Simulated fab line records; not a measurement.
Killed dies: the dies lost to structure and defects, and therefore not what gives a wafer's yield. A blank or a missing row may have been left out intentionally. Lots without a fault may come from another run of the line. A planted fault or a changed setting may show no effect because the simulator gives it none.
A struck lot beside a sound one | flow sky130 | 15 steps out of a route of 708
Sound: wafers L991.1, L991.2, L991.4. Wafers L102.1, L102.4, L102.5 were the ones struck. The cause comes at the end.
Each step with rows lists, per side, the tool, then ch with its chambers, then its first start. Under that, the readings that differ: sound wafers | struck wafers | difference of the means | sigmas: that difference in standard deviations of wafers without a fault.
alike: readings with means less than 2 such deviations apart, plus words and numbers identical on both sides. not compared: withheld readings, readings lacking a value on some wafer, bounds such as >300 that could conceal the same value, and numbers that have no deviation in the record and whose values overlap.
Wherever a step has rows on one side only, a row that says differs or no value, or a row with sigmas, the two part there. Non-overlapping numbers with no deviation appear without sigmas and do not part them. A reading that every wafer of one side lacks parts them only if that side has two wafers or more.

first, 6 steps without rows for these wafers: SKY_GATE_OXIDE_HMDS_04 (prime time 60 s); SKY_GATE_OXIDE_COAT_05 (resist thk 1140 nm); SKY_GATE_OXIDE_SOFTBAKE_06 (time 60 s); SKY_GATE_OXIDE_EXPOSE_07 (exposes mask LVOM, target cd 600 nm); SKY_GATE_OXIDE_PEB_08; SKY_GATE_OXIDE_DEVELOP_09 (develop time 60 s).
SKY_GATE_OXIDE_OVL_MEAS_10:
  struck on overlay-01, day 18 08:06; sound on overlay-01, day 14 12:50
  alike: GATE_OXIDE_OVL
then, 2 steps without rows for these wafers: SKY_GATE_OXIDE_IMPLANT_11; SKY_GATE_OXIDE_WET_ETCH_12 (etches SiO2 in dHF, target depth 16.8 nm, time 336 s).
SKY_GATE_OXIDE_STRIP_13: strips in O2/N2.
  sound on plasmaAsher-03 ch 0,1, day 14 13:07; struck on plasmaAsher-04 ch 0,1, day 18 08:23
  alike: drypumpMotorCurrentA, oesProductAu, stripTimeToEndpointS
  not compared: rfHoursCounterH
SKY_GATE_OXIDE_TW_MEAS_14:
  struck on filmMetro-02, day 18 08:29; sound on filmMetro-04, day 14 13:13
  alike: GATE_OXIDE_TW
then, 1 step without rows for these wafers: SKY_GATE_OXIDE_CLEAN_15 (cleans in SC1/SC2, time 150 s).
SKY_GATE_OXIDE_OXIDATION_16: stabilise 600 s, purge 300 s, target thk 3.57 nm.
  sound on furnace-02 ch 0, day 14 14:11; struck on furnace-01 ch 0, day 18 10:25
reading                | sound                | struck               | difference | sigmas
spikeTcBottomC (C)     | 821 822 822          | 807 807 807          | -15        | -5
spikeTcCentreC (C)     | 803.1 803.3 803.1    | 790.5 791.6 792.8    | -11.5      | -10
spikeTcLowerC (C)      | 803.0 801.1 801.8    | 789.2 789.2 788.3    | -13.1      | -9
spikeTcUpperC (C)      | 800.4 800.2 801.1    | 790.9 790.0 793.6    | -9.1       | -8
tubeCenterTempC (C)    | 800.04 799.93 799.94 | 790.98 790.96 791.05 | -8.97      | -99 or more
tube_center_temp_C_max | 801.7 801.6 802.3    | 793.0 793.4 792.8    | -8.8       | -24
  alike: spikeTcTopC, zonePowerBottomPct
then, 1 step without rows for these wafers: SKY_POLY_GATE_CVD_00 (deposits poly-Si, target thk 180 nm, time 720 s).
-- the record jumps here: 30 days lie between the struck wafers' starts before and after (it left off in module POLY_GATE and takes up again in module PAD_OPEN, whose first step shown is number 708 of the route) --
SKY_PAD_OPEN_PROBE_99:
  struck on prober-01, day 48 21:46; sound on prober-02, day 46 05:43
reading                                 | sound                | struck               | difference | sigmas
model.etest.nfet_01v8_lvt.driveUaUm     | 569.3 553 582.1      | 587.5 598.5 608.4    | +30.0      | 
model.etest.nfet_01v8_turned.driveUaUm  | 503.4 479.7 507.8    | 521.2 529.2 535.3    | +31.6      | 
model.etest.nfet_01v8_swapped.driveUaUm | 492.1 487.6 513.9    | 522.2 522.6 527.8    | +26.3      | 
model.etest.nfet_01v8.driveUaUm         | 494.3 486.3 506.5    | 522.1 525.5 528.4    | +29.6      | 
model.etest.nfet_01v8.rOnOhmUm          | 834 840.7 818.9      | 817.1 811.4 798.3    | -22.3      | 
model.etest.sramNfetPass.driveUaUm      | 483.9 479.4 489.8    | 507.1 525.7 530.9    | +36.9      | 
model.etest.capThinOxide.gateLog10ACm2  | -7.366 -7.815 -7.203 | -6.301 -6.233 -6.323 | +1.176     | 
  alike: killed_at_M0_to_M3, killed_at_M4_up, killedAtContacts, killedAtFrontEnd, killedAtOther, killedDies, killedOpen, killedShort
  not compared: model.etest.pfet_01v8_lvt.driveUaUm

## WHERE THEY PART
Only at SKY_GATE_OXIDE_OXIDATION_16, within this record. Later steps at which nothing parts them and some readings are alike: SKY_PAD_OPEN_PROBE_99.

WHY: what the simulator had put in
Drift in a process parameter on furnace-01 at SKY_GATE_OXIDE_OXIDATION_16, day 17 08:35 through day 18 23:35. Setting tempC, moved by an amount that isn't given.
